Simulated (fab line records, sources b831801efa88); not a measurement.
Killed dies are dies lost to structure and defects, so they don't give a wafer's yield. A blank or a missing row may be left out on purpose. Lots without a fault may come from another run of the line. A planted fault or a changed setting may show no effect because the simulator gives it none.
Problem report in the 8D (eight disciplines) form, filled by code | flow gf180mcu | the parts of the form that need people (team, actions taken, sign-off) are left out

1. THE PROBLEM
STI_CVD_23_THK at GF_STI_THK_MEAS_24 reads a mean of 600 nm on 2 wafers of 2 lots; wafers without a fault read 650 nm with a standard deviation of 5.6. That is -8.9 standard deviations from the usual mean.
First seen on wafer L542.4, day 4 23:17, on film_metro-03. The record holds 38 wafers of 13 lots with a number at this step. Rule for "out", or "out of limits": more than 4 standard deviations from the usual mean. The other wafers with a number count as sound.

2. WHAT IT IS AND WHAT IT IS NOT
question                    | is                           | is not
which readings at this step | STI_CVD_23_THK               | -
which lots                  | L542, L544                   | L529, L530, L531, L532, L534, L535, L539, L540, L550, L551, L552
which wafers of those lots  | L542.4, L544.4               | L542.2, L542.6, L544.6
read on which gauges        | film_metro-03, film_metro-04 | film_metro-02
when                        | from day 4 23:17             | up to then (26 sound wafers); but 10 sound wafers of L544, L550, L551, L552 came after

3. SUSPECTS, AND WHAT RULES EACH OUT
Counting: a tool at a process step up to the reading stays a suspect if it ran every lot that is out. Sound lots after the first of them don't rule it out here, since some wafers of a struck lot are sound.
- the gauge at GF_STI_THK_MEAS_24: ruled out. The wafers that are out were read on 2 gauges (film_metro-03, film_metro-04).
- hdpcvd-01 at GF_STI_CVD_23 (deposits SiO2, target thk 650 nm, time 108.3 s): kept. It ran every lot that is out, first L542 (day 4 23:11); its last sound lot up to then is L540 (day 4 16:25).
- Within hdpcvd-01 at GF_STI_CVD_23: the wafers that are out ran in chamber 2; their sound lot-mates ran in chamber 1.
Left after counting: hdpcvd-01 at GF_STI_CVD_23.

4. THE CAUSE (what the simulator had put in)
Process parameter drift: hdpcvd-01, from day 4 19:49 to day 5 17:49, at GF_STI_CVD_23. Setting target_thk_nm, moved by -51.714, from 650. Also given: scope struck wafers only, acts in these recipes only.
Counting left only this tool.

5. THE CHAIN OF EFFECTS, in route order
Each row: a reading whose mean over the struck wafers that have a number lies more than 3 standard deviations from the usual. Only readings for which the record gives a usual standard deviation are gone through. hours: the time from each lot's start at the first step in this table that gives one to its start at this step, as a median over the lots. sigmas: the change in usual standard deviations.
hours | step               | reading            | usual  | on struck wafers | change | sigmas
0     | GF_STI_THK_MEAS_24 | STI_CVD_23_THK     | 650 nm | 600              | -50    | -8.9
0     | GF_STI_CMP_25      | time_to_endpoint_s | 124 s  | 110              | -14    | -3.1
The process steps in it:
- GF_STI_CMP_25: polishes, stops on Si3N4, t overpolish 33 s, target thk 524.6 nm.
Later measuring or inspecting steps at which every struck wafer that the step has a row for has a number for every such reading, and none has moved that far: GF_LVPWELL_TW_MEAS_11, GF_MVSD_TW_MEAS_11.

6. WHAT WOULD HAVE CAUGHT IT SOONER
In this record the first reading out of limits at a measuring or inspecting step was taken at day 4 23:17, 3 hours after the fault began at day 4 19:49.
Of the tool readings at GF_STI_CVD_23 for which the record gives a usual standard deviation, none was out on any struck wafer, so an alarm limit of 4 standard deviations on them would not have fired.
Of the lots that are out (2), L544 began GF_STI_CVD_23 on hdpcvd-01 after day 4 23:17. A hold on the tool at that time would have spared it.
